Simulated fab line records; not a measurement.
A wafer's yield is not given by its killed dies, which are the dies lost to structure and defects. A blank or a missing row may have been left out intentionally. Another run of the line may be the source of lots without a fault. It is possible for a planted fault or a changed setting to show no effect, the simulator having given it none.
Chamber matching :: flow sky130 :: 4 sister chambers for SKY_FIELD_ISO_CMP_27 on cmp-01
The step polishes, stops on Si3N4, t overpolish 16 s, target thk 457.8 nm. 16 wafers are shown with their chamber, then 8 later ones without.

== WAFERS WITH THEIR CHAMBER ==
wafer: L075.2
chamber: 2
motorCurrentA (A): 14.4
headPressurePsi (psi): 3.993
timeToEndpointS (s): 115

wafer: L075.3
chamber: 3
motorCurrentA (A): 9.9
headPressurePsi (psi): 3.994
timeToEndpointS (s): 108

wafer: L075.5
chamber: 1
motorCurrentA (A): 13.4
headPressurePsi (psi): 4.018
timeToEndpointS (s): 110

wafer: L080.2
chamber: 0
motorCurrentA (A): 11.8
headPressurePsi (psi): 4.009
timeToEndpointS (s): 107

wafer: L080.3
chamber: 3
motorCurrentA (A): 9.8
headPressurePsi (psi): 3.995
timeToEndpointS (s): 107

wafer: L080.5
chamber: 0
motorCurrentA (A): 11.9
headPressurePsi (psi): 3.999
timeToEndpointS (s): 100

wafer: L085.2
chamber: 0
motorCurrentA (A): 11.4
headPressurePsi (psi): 3.988
timeToEndpointS (s): 108

wafer: L085.3
chamber: 2
motorCurrentA (A): 14.0
headPressurePsi (psi): 4.003
timeToEndpointS (s): 115

wafer: L085.6
chamber: 3
motorCurrentA (A): 9.6
headPressurePsi (psi): 3.993
timeToEndpointS (s): 104

wafer: L087.1
chamber: 2
motorCurrentA (A): 13.9
headPressurePsi (psi): 3.989
timeToEndpointS (s): 112

wafer: L087.2
chamber: 3
motorCurrentA (A): 9.5
headPressurePsi (psi): 3.998
timeToEndpointS (s): 110

wafer: L087.3
chamber: 0
motorCurrentA (A): 11.2
headPressurePsi (psi): 4.009
timeToEndpointS (s): 107

wafer: L089.1
chamber: 3
motorCurrentA (A): 10.1
headPressurePsi (psi): 3.996
timeToEndpointS (s): 103

wafer: L089.2
chamber: 1
motorCurrentA (A): 13.3
headPressurePsi (psi): 4.005
timeToEndpointS (s): 110

wafer: L089.4
chamber: 0
motorCurrentA (A): 12.1
headPressurePsi (psi): 3.992
timeToEndpointS (s): 107

wafer: L090.3
chamber: 2
motorCurrentA (A): 13.8
headPressurePsi (psi): 4.003
timeToEndpointS (s): 105

SIGNATURES, as means of the wafers listed above
reading: motorCurrentA
chamber 0: 11.680
chamber 1: 13.350
chamber 2: 14.025
chamber 3: 9.780
scatter within a chamber: 0.287

reading: headPressurePsi
chamber 0: 3.99940
chamber 1: 4.01150
chamber 2: 3.99700
chamber 3: 3.99520
scatter within a chamber: 0.00719

reading: timeToEndpointS
chamber 0: 105.80
chamber 1: 110.00
chamber 2: 111.75
chamber 3: 106.40
scatter within a chamber: 3.45
Rule: distance of a wafer from a chamber = root of the sum over the readings of ((wafer's reading minus chamber's mean) / reading's scatter) squared. If the next closest chamber is less than 2 further off than the closest, the wafer can't be placed; otherwise it belongs to the closest. How the scatter is found: for the shown wafers, subtract from each reading the mean of its chamber, square and add these, divide the total by (wafers less chambers), then take the root.

== WAFERS WITHOUT THEIR CHAMBER ==
wafer: L090.5
motorCurrentA (A): 9.8
headPressurePsi (psi): 4.004
timeToEndpointS (s): 100

wafer: L090.6
motorCurrentA (A): 12.0
headPressurePsi (psi): 4.003
timeToEndpointS (s): 102

wafer: L093.1
motorCurrentA (A): 12.1
headPressurePsi (psi): 4.005
timeToEndpointS (s): 105

wafer: L093.2
motorCurrentA (A): 13.6
headPressurePsi (psi): 3.983
timeToEndpointS (s): 112

wafer: L093.5
motorCurrentA (A): 11.6
headPressurePsi (psi): 4.001
timeToEndpointS (s): 101

wafer: L094.2
motorCurrentA (A): 13.6
headPressurePsi (psi): 3.993
timeToEndpointS (s): 111

wafer: L094.3
motorCurrentA (A): 13.9
headPressurePsi (psi): 4.014
timeToEndpointS (s): 112

wafer: L094.4
motorCurrentA (A): 9.3
headPressurePsi (psi): 3.981
timeToEndpointS (s): 105

== WHICH CHAMBER EACH ONE RAN IN ==
wafer: L090.5
from the rows above: 3
in truth: 3

wafer: L090.6
from the rows above: 0
in truth: 0

wafer: L093.1
from the rows above: 0
in truth: 0

wafer: L093.2
from the rows above: can't be placed: 2 or 1
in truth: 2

wafer: L093.5
from the rows above: 0
in truth: 0

wafer: L094.2
from the rows above: can't be placed: 2 or 1
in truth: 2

wafer: L094.3
from the rows above: can't be placed: 1 or 2
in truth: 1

wafer: L094.4
from the rows above: 3
in truth: 3
Correctly placed: 5 of 8. Not placeable from these rows: 3 (in 3, the candidates include the true chamber). 0 placed wrongly.
